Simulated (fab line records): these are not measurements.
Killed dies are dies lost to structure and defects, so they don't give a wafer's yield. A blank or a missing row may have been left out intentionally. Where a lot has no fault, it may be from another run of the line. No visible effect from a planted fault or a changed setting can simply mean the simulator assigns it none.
Struck lot and sound lot, side by side :: flow sky130 :: 14 steps out of a route of 708
Sound: these wafers, L695.1, L695.2, L695.4. Wafers struck: L699.3, L699.5, L699.6. Last of all comes the cause.
Each step with rows lists, per side, the tool, then ch with its chambers, then its first start. Under that, the readings that differ: sound wafers :: struck wafers :: difference of the means :: sigmas: that difference in standard deviations of wafers without a fault.
alike: a reading whose means differ by less than 2 such deviations, as well as words and numbers matching on both sides. not compared: withheld readings; readings where some wafer has no value; bounds like >300 that might hide an equal value; numbers whose values overlap and for which the record gives no deviation.
Wherever a step has rows on one side only, a row that says differs or no value, or a row with sigmas, the two part there. Numbers that have no deviation but don't overlap get no sigmas and don't part them. A reading missing from all wafers of one side parts the sides only when that side holds two or more wafers.

first, 6 steps without rows for these wafers: SKY_PASSIVATION_HMDS_05 (prime time 60 s); SKY_PASSIVATION_COAT_06 (resist thk 3000 nm); SKY_PASSIVATION_SOFTBAKE_07; SKY_PASSIVATION_EXPOSE_08 (exposes mask NSM, target cd 3000 nm); SKY_PASSIVATION_PEB_09; SKY_PASSIVATION_DEVELOP_10 (develop time 60 s).
SKY_PASSIVATION_ETCH_11: etches the open film in CF4/O2, stops on AlCu, target depth 725 nm, time 161.1 s.
  sound on rie diel-02 ch 0,1,2, day 44 23:40; struck on rie diel-02 ch 0,3, day 46 12:34
  alike: chamber pressure mTorr, drypump motor current A, oes product au, throttle valve pct
  not compared: rf hours counter h
SKY_PASSIVATION_STRIP_12: strips in O2/N2.
  sound on plasma asher-02 ch 0,1, day 44 23:46; struck on plasma asher-02 ch 0,1, day 46 12:42
  alike: chamber pressure mTorr, drypump motor current A, oes product au, strip time to endpoint s
  not compared: rf hours counter h
then, 4 steps without rows for these wafers: SKY_PAD_OPEN_DEHYDRATE_00 (time 60 s); SKY_PAD_OPEN_HMDS_01 (prime time 60 s); SKY_PAD_OPEN_COAT_02 (resist thk 3000 nm); SKY_PAD_OPEN_SOFTBAKE_03.
SKY_PAD_OPEN_EXPOSE_04: exposes mask PDM, target cd 60000 nm.
  struck on iline stepper-01, day 46 23:25; sound on iline stepper-01 ch 0, day 45 11:04
  no value came back on the struck wafers for exposure dose mJ cm2, focus offset nm (nm); on the sound wafers exposure dose mJ cm2 reads 259.47 259.35 259.80
  alike: mask
after that, 1 step had no rows for these wafers: SKY_PAD_OPEN_PEB_05.

## WHERE THEY PART
Only at SKY_PAD_OPEN_EXPOSE_04, within this record.

WHY: the cause the simulator had injected
Beginning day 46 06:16, the whole step at SKY_PAD_OPEN_EXPOSE_04 was skipped on iline stepper-01. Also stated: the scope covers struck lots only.
